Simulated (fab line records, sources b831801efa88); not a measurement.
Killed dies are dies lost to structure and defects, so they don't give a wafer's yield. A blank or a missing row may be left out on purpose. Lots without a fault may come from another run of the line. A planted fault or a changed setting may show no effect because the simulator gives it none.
fab line records | flow gf180mcu
record lots=24 wafers=72 last_day=34
route steps=602 shown V1@357 V2@385 MIM@510 V5@556
lots that met no fault: from a run of the same line without faults
start_h: hours from the record's first day to the start of the lot's first wafer shown | wait_h: hours since the lot's step before | " the same as in the row above | L1.1+2: a row that stands for several wafers | - no value, or no start given | * or withheld: withheld | < > ~ a bound
route shown NAME@n: a module of which the file shows steps, and the number in the route of the first | usual: mean/standard deviation of fault-free wafers | same: alike in all rows | chamber/n: place in a boat | sites: the reading at each site | _std_site: their standard deviation | _edge_site: outer sites' mean less inner sites' | radius_mm: how far each site lies from the wafer's centre | mask NAME#n: copy n | behind: the tool/chamber that last shaped the wafer | hold: why the lot was held/for how many hours/how that ended | device: the transistor (n, p or np) that didn't switch | end of line: the same wafers' tests at the end of the route | a step without rows: its recipe alone | killed: dies lost to structure and defects at the first sort, not the wafer's yield | map: a wafer's dies, x killed, . not, _ none there
set.NAME: the setting as run; set.NAME@STEP: as run at that earlier step | model.NAME: the simulator's own value behind a step, which no gauge read
steps of the route over a sample of lots; a table a step, a row a wafer
services: from which hour (start_h, from the record's first day; less than 0 if before it) a tool's chamber was out of use, for how many hours, and why
## steps
# step GF_V1_SPUTTER_22
# recipe material=TiN target_thk_nm=10 chamber_pressure_pa=5 power_w=4000 time_s=40
# usual throttle_valve_pct=30.0/0.76
# columns lot.wafer tool chamber start_h wait_h throttle_valve_pct
L074.3 pvd_sputter-02 - 411.45 0.0 30.1
L074.5 " - " " 29.9
L074.6 " - " " 29.9
L075.1 pvd_sputter-04 - 426.07 0.0 30.7
L075.3 " - " " 30.5
L075.4 " - " " 28.5
L076.2 pvd_sputter-02 - 429.44 0.0 30.1
L076.3 " - " " 30.2
L076.6 " - " " 30.3
L077.2 pvd_sputter-04 - 443.45 0.0 30.6
L077.3 " - " " 28.5
L077.5 " - " " 28.7
L078.4 pvd_sputter-04 - 459.55 0.0 28.6
L078.5 " - " " 28.6
L078.6 " - " " 31.0
L079.1 pvd_sputter-04 - 461.73 0.0 28.7
L079.3 " - " " 29.9
L079.4 " - " " 30.0
L080.1 pvd_sputter-02 - 474.23 0.0 29.7
L080.3 " - " " 30.1
L080.5 " - " " 31.0
L081.3 pvd_sputter-02 - 478.79 0.0 30.1
L081.5 " - " " 30.3
L081.6 " - " " 31.0
L082.3 pvd_sputter-04 - 488.98 0.0 28.6
L082.5 " - " " 28.4
L082.6 " - " " 30.7
L083.1 pvd_sputter-04 - 490.93 0.0 30.7
L083.3 " - " " 28.8
L083.6 " - " " 28.4
L084.1 pvd_sputter-04 - 509.29 0.0 30.7
L084.2 " - " " 30.1
L084.5 " - " " 29.8
L085.1 pvd_sputter-04 - 524.36 0.0 30.7
L085.4 " - " " 30.5
L085.5 " - " " 30.5
L086.3 pvd_sputter-03 - 525.70 0.0 30.4
L086.4 " - " " 29.0
L086.6 " - " " 29.2
L087.2 pvd_sputter-03 - 535.60 0.0 30.0
L087.3 " - " " 29.2
L087.6 " - " " 30.2
L088.2 pvd_sputter-04 - 543.80 0.0 30.7
L088.4 " - " " 28.6
L088.5 " - " " 28.7
L089.4 pvd_sputter-02 - 554.85 0.0 30.1
L089.5 " - " " 31.0
L089.6 " - " " 30.2
L090.3 pvd_sputter-04 - 561.58 0.0 28.5
L090.5 " - " " 30.6
L090.6 " - " " 28.7
L091.1 pvd_sputter-04 - 566.70 0.0 30.2
L091.4 " - " " 28.7
L091.5 " - " " 30.0
L092.3 pvd_sputter-04 - 574.03 0.0 30.5
L092.4 " - " " 30.7
L092.6 " - " " 30.2
L093.2 pvd_sputter-02 - 577.34 0.0 31.0
L093.4 " - " " 30.1
L093.5 " - " " 30.1
L094.2 pvd_sputter-03 - 586.21 0.0 30.4
L094.3 " - " " 29.2
L094.4 " - " " 29.4
L095.2 pvd_sputter-04 - 592.25 0.0 30.5
L095.5 " - " " 30.6
L095.6 " - " " 30.4
L096.1 pvd_sputter-04 - 602.11 0.0 30.6
L096.2 " - " " 28.5
L096.3 " - " " 30.2
L097.2 pvd_sputter-02 - 610.70 0.9 30.3
L097.5 " - " " 30.2
L097.6 " - " " 29.9
# step GF_V2_THK_MEAS_03
# recipe reads=SiO2_of_V2_CVD_02
# usual V2_CVD_02_THK=848/11
# columns lot.wafer tool chamber start_h wait_h V2_CVD_02_THK[nm]
L074.3 film_metro-02 - 437.93 0.1 841
L074.5 " - " " 851
L074.6 " - " " 862
L075.1 film_metro-02 - 452.57 0.0 837
L075.3 " - " " 846
L075.4 " - " " 852
L076.2 film_metro-02 - 455.92 0.0 828
L076.3 " - " " 821
L076.6 " - " " 837
L077.2 film_metro-01 - 469.72 0.0 850
L077.3 " - " " 837
L077.5 " - " " 847
L078.4 film_metro-01 - 486.36 0.0 842
L078.5 " - " " 841
L078.6 " - " " 849
L079.1 film_metro-02 - 487.90 0.1 833
L079.3 " - " " 846
L079.4 " - " " 846
L080.1 film_metro-01 - 500.43 0.0 833
L080.3 " - " " 830
L080.5 " - " " 853
L081.3 film_metro-04 - 504.51 0.1 846
L081.5 " - " " 843
L081.6 " - " " 860
L082.3 film_metro-02 - 514.64 0.1 833
L082.5 " - " " 865
L082.6 " - " " 864
L083.1 film_metro-02 - 516.60 0.0 839
L083.3 " - " " 843
L083.6 " - " " 862
L084.1 film_metro-04 - 533.64 0.0 846
L084.2 " - " " 850
L084.5 " - " " 859
L085.1 film_metro-01 - 548.68 0.0 841
L085.4 " - " " 869
L085.5 " - " " 851
L086.3 film_metro-04 - 550.15 0.1 833
L086.4 " - " " 850
L086.6 " - " " 858
L087.2 film_metro-02 - 560.14 0.0 840
L087.3 " - " " 857
L087.6 " - " " 864
L088.2 film_metro-04 - 567.84 0.0 824
L088.4 " - " " 844
L088.5 " - " " 828
L089.4 film_metro-04 - 578.41 0.0 851
L089.5 " - " " 849
L089.6 " - " " 861
L090.3 film_metro-04 - 584.98 0.1 845
L090.5 " - " " 865
L090.6 " - " " 858
L091.1 film_metro-04 - 589.57 0.0 846
L091.4 " - " " 855
L091.5 " - " " 858
L092.3 film_metro-02 - 597.37 0.1 846
L092.4 " - " " 851
L092.6 " - " " 867
L093.2 film_metro-01 - 600.33 0.0 855
L093.4 " - " " 862
L093.5 " - " " 865
L094.2 film_metro-04 - 609.65 0.0 837
L094.3 " - " " 846
L094.4 " - " " 854
L095.2 film_metro-01 - 615.05 0.0 834
L095.5 " - " " 850
L095.6 " - " " 862
L096.1 film_metro-04 - 624.49 0.0 833
L096.2 " - " " 844
L096.3 " - " " 847
L097.2 film_metro-01 - 632.94 0.0 841
L097.5 " - " " 850
L097.6 " - " " 852
# step GF_MIM_SPUTTER_07
# recipe material=TiN target_thk_nm=60 power_w=6500 time_s=50 chamber_pressure_pa=0.4
# usual throttle_valve_pct=29.8/0.74
# columns lot.wafer tool chamber start_h wait_h throttle_valve_pct
L074.3 pvd_sputter-01 - 564.76 0.0 29.1
L074.5 " - " " 28.9
L074.6 " - " " 28.8
L075.1 pvd_sputter-03 - 576.56 0.1 30.6
L075.3 " - " " 29.5
L075.4 " - " " 29.3
L076.2 pvd_sputter-01 - 581.20 0.0 28.9
L076.3 " - " " 28.9
L076.6 " - " " 30.7
L077.2 pvd_sputter-03 - 592.90 0.0 30.4
L077.3 " - " " 29.1
L077.5 " - " " 30.4
L078.4 pvd_sputter-01 - 606.87 0.0 28.7
L078.5 " - " " 30.3
L078.6 " - " " 28.8
L079.1 pvd_sputter-03 - 609.08 0.1 29.2
L079.3 " - " " 30.3
L079.4 " - " " 30.6
L080.1 pvd_sputter-04 - 619.80 0.1 29.9
L080.3 " - " " 30.9
L080.5 " - " " 30.2
L081.3 pvd_sputter-04 - 622.66 0.0 30.2
L081.5 " - " " 30.4
L081.6 " - " " 29.9
L082.3 pvd_sputter-04 - 631.26 0.0 28.6
L082.5 " - " " 30.7
L082.6 " - " " 28.7
L083.1 pvd_sputter-04 - 633.65 0.1 30.7
L083.3 " - " " 30.0
L083.6 " - " " 28.6
L084.1 pvd_sputter-01 - 649.47 0.1 30.8
L084.2 " - " " 29.0
L084.5 " - " " 28.9
L085.1 pvd_sputter-04 - 660.88 0.1 28.5
L085.4 " - " " 30.9
L085.5 " - " " 30.9
L086.3 pvd_sputter-01 - 663.73 0.0 29.0
L086.4 " - " " 28.8
L086.6 " - " " 30.9
L087.2 pvd_sputter-03 - 672.41 0.0 30.2
L087.3 " - " " 30.4
L087.6 " - " " 30.2
L088.2 pvd_sputter-03 - 679.27 0.0 30.5
L088.4 " - " " 30.2
L088.5 " - " " 30.7
L089.4 pvd_sputter-03 - 687.20 0.0 29.0
L089.5 " - " " 30.7
L089.6 " - " " 30.1
L090.3 pvd_sputter-03 - 694.00 0.0 29.2
L090.5 " - " " 29.0
L090.6 " - " " 29.6
L091.1 pvd_sputter-03 - 697.24 0.1 29.2
L091.4 " - " " 30.3
L091.5 " - " " 30.0
L092.3 pvd_sputter-04 - 703.39 0.0 29.9
L092.4 " - " " 28.6
L092.6 " - " " 30.4
L093.2 pvd_sputter-03 - 707.18 0.0 30.4
L093.4 " - " " 30.4
L093.5 " - " " 30.7
L094.2 pvd_sputter-03 - 716.60 0.0 30.2
L094.3 " - " " 30.5
L094.4 " - " " 29.0
L095.2 pvd_sputter-03 - 720.25 0.0 29.3
L095.5 " - " " 30.6
L095.6 " - " " 29.4
L096.1 pvd_sputter-01 - 728.36 0.1 28.7
L096.2 " - " " 29.9
L096.3 " - " " 28.8
L097.2 pvd_sputter-01 - 735.06 0.0 29.0
L097.5 " - " " 30.8
L097.6 " - " " 29.0
# step GF_MIM_THK_MEAS_11
# recipe thk_meas_gauge=xrf reads=AlCu_of_MIM_SPUTTER_08
# usual MIM_ALCU_THK=203.7/2.6
# columns lot.wafer tool chamber start_h wait_h MIM_ALCU_THK[nm]
L074.3 film_metro-03 - 565.00 0.1 206.0
L074.5 " - " " 205.8
L074.6 " - " " 206.6
L075.1 film_metro-04 - 576.78 0.1 200.7
L075.3 " - " " 201.3
L075.4 " - " " 200.7
L076.2 film_metro-03 - 581.43 0.1 205.2
L076.3 " - " " 208.1
L076.6 " - " " 200.6
L077.2 film_metro-02 - 593.13 0.1 201.6
L077.3 " - " " 204.2
L077.5 " - " " 204.3
L078.4 film_metro-02 - 607.12 0.1 206.2
L078.5 " - " " 201.8
L078.6 " - " " 206.4
L079.1 film_metro-02 - 609.40 0.1 205.5
L079.3 " - " " 202.4
L079.4 " - " " 205.0
L080.1 film_metro-02 - 620.02 0.1 206.7
L080.3 " - " " 203.4
L080.5 " - " " 207.9
L081.3 film_metro-04 - 622.90 0.1 208.7
L081.5 " - " " 209.8
L081.6 " - " " 205.7
L082.3 film_metro-02 - 631.50 0.1 206.0
L082.5 " - " " 203.0
L082.6 " - " " 206.8
L083.1 film_metro-03 - 633.87 0.1 199.5
L083.3 " - " " 202.0
L083.6 " - " " 199.2
L084.1 film_metro-02 - 649.69 0.1 199.8
L084.2 " - " " 202.8
L084.5 " - " " 201.5
L085.1 film_metro-03 - 661.10 0.1 204.0
L085.4 " - " " 204.2
L085.5 " - " " 203.7
L086.3 film_metro-04 - 663.97 0.1 202.1
L086.4 " - " " 202.6
L086.6 " - " " 198.0
L087.2 film_metro-02 - 672.64 0.1 202.7
L087.3 " - " " 200.2
L087.6 " - " " 203.2
L088.2 film_metro-04 - 679.50 0.1 202.6
L088.4 " - " " 204.5
L088.5 " - " " 202.8
L089.4 film_metro-04 - 687.45 0.1 202.2
L089.5 " - " " 203.3
L089.6 " - " " 202.9
L090.3 film_metro-03 - 694.24 0.1 204.9
L090.5 " - " " 203.5
L090.6 " - " " 201.3
L091.1 film_metro-02 - 697.46 0.1 205.0
L091.4 " - " " 206.3
L091.5 " - " " 206.6
L092.3 film_metro-03 - 703.63 0.1 206.2
L092.4 " - " " 203.0
L092.6 " - " " 207.2
L093.2 film_metro-03 - 707.41 0.1 201.8
L093.4 " - " " 201.7
L093.5 " - " " 202.7
L094.2 film_metro-03 - 716.83 0.1 206.0
L094.3 " - " " 204.2
L094.4 " - " " 206.4
L095.2 film_metro-04 - 720.48 0.1 201.7
L095.5 " - " " 201.0
L095.6 " - " " 201.8
L096.1 film_metro-02 - 728.58 0.1 207.9
L096.2 " - " " 204.8
L096.3 " - " " 204.6
L097.2 film_metro-04 - 735.29 0.1 205.5
L097.5 " - " " 202.8
L097.6 " - " " 205.7
# step GF_V5_ETCH_16
# recipe chemistry=N2/H2 target_depth_a=withheld overetch_a=withheld time_s=withheld target=BARC ion_energy_ev=200 source_w=500 bias_w=100 pressure_mtorr=30 n2_flow_sccm=100 h2_flow_sccm=200
# usual drypump_motor_current_A=5.6/0.56 oes_product_au=0.856/0.0049 throttle_valve_pct=13.225/0.0087
# columns lot.wafer tool chamber start_h wait_h drypump_motor_current_A oes_product_au throttle_valve_pct
L074.3 rie_diel-03 1 630.44 0.0 5.8 0.851 13.223
L074.5 " 2 " " 5.8 0.860 13.206
L074.6 " 1 " " 5.8 0.862 13.220
L075.1 rie_diel-04 0 640.05 0.0 4.8 0.855 13.226
L075.3 " 2 " " 4.7 0.853 13.217
L075.4 " 3 " " 5.3 0.856 13.230
L076.2 rie_diel-02 2 644.67 0.0 6.4 0.855 13.220
L076.3 " 3 " " 5.0 0.847 13.234
L076.6 " 3 " " 5.0 0.857 13.212
L077.2 rie_diel-02 3 655.65 0.0 5.0 0.853 13.220
L077.3 " 2 " " 6.5 0.859 13.208
L077.5 " 0 " " 6.0 0.857 13.242
L078.4 rie_diel-03 2 670.15 0.0 5.8 0.849 13.225
L078.5 " 0 " " 6.5 0.845 13.220
L078.6 " 1 " " 5.7 0.857 13.226
L079.1 rie_diel-02 3 671.97 0.0 5.0 0.852 13.228
L079.3 " 2 " " 6.5 0.851 13.213
L079.4 " 0 " " 6.0 0.857 13.223
L080.1 rie_diel-03 3 681.44 0.0 5.4 0.853 13.228
L080.3 " 1 " " 5.8 0.855 13.221
L080.5 " 1 " " 5.8 0.852 13.230
L081.3 rie_diel-03 1 683.84 0.0 5.8 0.861 13.225
L081.5 " 1 " " 5.8 0.855 13.222
L081.6 " 0 " " 6.5 0.858 13.221
L082.3 rie_diel-02 3 691.89 0.0 5.1 0.853 13.207
L082.5 " 3 " " 5.1 0.864 13.229
L082.6 " 2 " " 6.5 0.863 13.227
L083.1 rie_diel-04 3 693.47 0.0 5.3 0.864 13.234
L083.3 " 0 " " 4.8 0.856 13.218
L083.6 " 3 " " 5.3 0.855 13.221
L084.1 rie_diel-04 2 709.19 0.0 4.8 0.848 13.240
L084.2 " 1 " " 5.7 0.850 13.224
L084.5 " 1 " " 5.7 0.854 13.230
L085.1 rie_diel-04 1 718.93 0.0 5.7 0.851 13.230
L085.4 " 1 " " 5.7 0.863 13.230
L085.5 " 0 " " 4.8 0.854 13.223
L086.3 rie_diel-03 2 721.73 0.0 5.8 0.860 13.206
L086.4 " 3 " " 5.5 0.859 13.226
L086.6 " 2 " " 5.8 0.851 13.226
L087.2 rie_diel-02 2 729.97 0.0 6.5 0.856 13.228
L087.3 " 0 " " 6.0 0.854 13.226
L087.6 " 2 " " 6.5 0.854 13.236
L088.2 rie_diel-03 2 735.27 0.0 5.8 0.857 13.219
L088.4 " 1 " " 5.8 0.846 13.230
L088.5 " 3 " " 5.5 0.849 13.232
L089.4 rie_diel-02 1 743.68 0.0 5.3 0.850 13.214
L089.5 " 2 " " 6.5 0.862 13.215
L089.6 " 3 " " 5.1 0.858 13.230
L090.3 rie_diel-02 3 749.84 0.0 5.1 0.863 13.235
L090.5 " 2 " " 6.5 0.858 13.237
L090.6 " 3 " " 5.0 0.857 13.222
L091.1 rie_diel-04 0 752.14 0.0 4.8 0.859 13.237
L091.4 " 3 " " 5.3 0.860 13.243
L091.5 " 0 " " 4.8 0.857 13.230
L092.3 rie_diel-02 1 757.43 0.0 5.3 0.856 13.210
L092.4 " 2 " " 6.5 0.854 13.229
L092.6 " 0 " " 6.0 0.852 13.212
L093.2 rie_diel-04 3 760.18 0.0 5.3 0.859 13.235
L093.4 " 2 " " 4.8 0.852 13.227
L093.5 " 3 " " 5.3 0.855 13.228
L094.2 rie_diel-02 2 770.91 0.0 6.5 0.857 13.220
L094.3 " 1 " " 5.3 0.862 13.226
L094.4 " 2 " " 6.4 0.854 13.233
L095.2 rie_diel-03 3 773.28 0.0 5.5 0.863 13.214
L095.5 " 3 " " 5.4 0.855 13.216
L095.6 " 0 " " 6.5 0.866 13.238
L096.1 rie_diel-04 3 779.42 0.0 5.3 0.858 13.225
L096.2 " 2 " " 4.7 0.849 13.234
L096.3 " 1 " " 5.7 0.857 13.238
L097.2 rie_diel-02 3 785.49 0.0 5.1 0.852 13.240
L097.5 " 2 " " 6.5 0.854 13.230
L097.6 " 1 " " 5.3 0.858 13.220
# step GF_V5_CMP_26
# recipe stop_on=SiO2 down_force_psi=3.5 platen_rpm=60 t_overpolish_s=15 target_thk_nm=0 pad_velocity_m_s=0.94248
# usual head_pressure_psi=3.499/0.0082 motor_current_A=11.0/1.3 overpolish_run_s=15.001/0.0091 time_to_endpoint_s=88/4.1
# columns lot.wafer tool chamber start_h wait_h head_pressure_psi motor_current_A overpolish_run_s time_to_endpoint_s
L074.3 cmp-01 0 631.54 0.0 3.506 13.4 15.003 85
L074.6 " 0 " " 3.516 12.9 14.996 85
L074.5 " 1 " " 3.509 10.2 15.002 96
L075.1 cmp-02 0 641.12 0.1 3.498 10.5 14.999 85
L075.3 " 1 " " 3.505 9.9 15.013 90
L075.4 " 3 " " 3.501 10.8 14.995 87
L076.2 cmp-02 1 645.75 0.0 3.498 10.2 15.015 87
L076.3 " 0 " " 3.505 10.1 15.002 84
L076.6 " 1 " " 3.497 9.6 15.005 87
L077.3 cmp-02 0 656.77 0.1 3.501 10.3 15.004 86
L077.2 " 2 " " 3.496 13.8 14.995 87
L077.5 " 3 " " 3.509 10.3 15.004 83
L078.4 cmp-02 0 671.30 0.1 3.496 10.6 14.995 81
L078.6 " 2 " " 3.500 13.2 15.008 84
L078.5 " 3 " " 3.493 10.9 14.987 84
L079.4 cmp-02 0 673.17 0.0 3.508 10.8 15.011 83
L079.3 " 1 " " 3.494 10.1 14.995 90
L079.1 " 3 " " 3.496 11.4 15.017 84
L080.1 cmp-01 0 682.65 0.1 3.500 12.7 15.014 86
L080.3 " 1 " " 3.512 9.9 15.007 92
L080.5 " 2 " " 3.495 9.7 15.016 85
L081.3 cmp-02 3 684.94 0.0 3.496 11.0 15.007 81
L081.6 " 3 " " 3.486 11.0 15.004 84
L081.5 " 0 " " 3.487 10.5 15.006 80
L082.3 cmp-01 2 693.08 0.1 3.490 10.1 15.010 84
L082.5 " 0 " " 3.499 13.2 14.993 84
L082.6 " 1 " " 3.499 9.8 14.999 97
L083.3 cmp-02 1 694.59 0.0 3.514 10.6 14.990 83
L083.1 " 3 " " 3.508 11.0 14.975 78
L083.6 " 1 " " 3.504 9.9 15.006 85
L084.1 cmp-01 0 710.40 0.1 3.505 14.2 14.999 86
L084.2 " 1 " " 3.505 10.2 15.010 94
L084.5 " 2 " " 3.489 10.5 15.006 86
L085.1 cmp-01 3 720.04 0.1 3.491 9.0 15.000 83
L085.4 " 0 " " 3.497 13.3 15.011 87
L085.5 " 3 " " 3.491 9.5 15.002 86
L086.4 cmp-01 0 722.82 0.0 3.502 12.6 15.008 85
L086.3 " 2 " " 3.502 10.3 14.995 87
L086.6 " 1 " " 3.487 10.1 14.996 94
L087.2 cmp-02 0 731.34 0.3 3.485 10.5 14.976 82
L087.3 " 3 " " 3.509 10.2 14.988 86
L087.6 " 0 " " 3.505 11.6 15.010 84
L088.4 cmp-02 3 736.44 0.1 3.514 10.3 14.993 88
L088.2 " 2 " " 3.513 12.8 14.988 89
L088.5 " 0 " " 3.494 10.5 15.005 86
L089.4 cmp-01 0 748.26 3.5 3.495 12.4 14.989 89
L089.5 " 3 " " 3.506 9.3 15.012 89
L089.6 " 0 " " 3.496 12.8 15.006 92
L090.3 cmp-02 1 751.78 0.9 3.507 10.6 15.002 89
L090.6 " 3 " " 3.505 11.1 15.014 91
L090.5 " 0 " " 3.499 10.8 15.013 88
L091.4 cmp-02 2 754.38 1.1 3.509 13.2 14.993 92
L091.1 " 0 " " 3.483 10.3 15.011 88
L091.5 " 3 " " 3.486 10.5 15.008 90
L092.3 cmp-01 3 758.54 0.0 3.502 9.6 15.001 84
L092.4 " 1 " " 3.497 10.0 15.003 96
L092.6 " 3 " " 3.499 9.4 14.996 83
L093.2 cmp-02 1 761.26 0.0 3.496 10.1 14.991 92
L093.4 " 0 " " 3.511 10.6 14.999 89
L093.5 " 2 " " 3.495 12.7 14.995 96
L094.4 cmp-02 3 772.00 0.0 3.493 10.7 14.994 89
L094.3 " 1 " " 3.505 10.4 14.992 93
L094.2 " 2 " " 3.501 13.4 14.986 90
L095.2 cmp-02 3 774.44 0.1 3.487 10.4 15.006 88
L095.6 " 2 " " 3.522 12.6 14.989 87
L095.5 " 3 " " 3.489 10.9 15.007 89
L096.1 cmp-01 0 780.53 0.1 3.503 13.7 15.003 89
L096.2 " 1 " " 3.492 9.7 15.007 94
L096.3 " 3 " " 3.502 9.5 15.000 86
L097.2 cmp-01 3 786.72 0.2 3.491 9.4 14.997 85
L097.5 " 0 " " 3.510 13.5 15.017 85
L097.6 " 1 " " 3.492 10.0 14.990 93
## services
# columns tool chamber start_h hours kind
cmp-01 - 404.00 4.0 pm
cmp-02 - 416.11 1.9 repair
cmp-01 - 463.07 6.1 pm
pvd_sputter-03 - 467.82 54.3 repair
rie_diel-02 2 472.84 5.6 repair
cmp-02 - 477.30 1.6 repair
pvd_sputter-03 - 482.85 2.1 repair
cmp-02 - 493.78 18.3 pm
cmp-02 - 514.74 4.8 pm
cmp-01 - 518.64 5.8 repair
cmp-02 - 520.85 0.9 repair
rie_diel-02 1 530.53 3.0 repair
rie_diel-02 - 537.13 1.1 repair
cmp-02 - 560.05 0.8 repair
cmp-01 - 561.73 10.1 repair
cmp-01 - 566.52 0.3 repair
cmp-01 - 568.57 0.4 repair
cmp-02 - 572.27 4.0 pm
cmp-02 - 624.34 3.9 repair
cmp-01 - 649.83 2.7 repair
pvd_sputter-03 - 711.67 0.9 repair
cmp-02 - 744.07 4.9 pm
cmp-02 - 763.99 0.6 repair
pvd_sputter-03 - 770.14 7.4 repair
## key
fault none
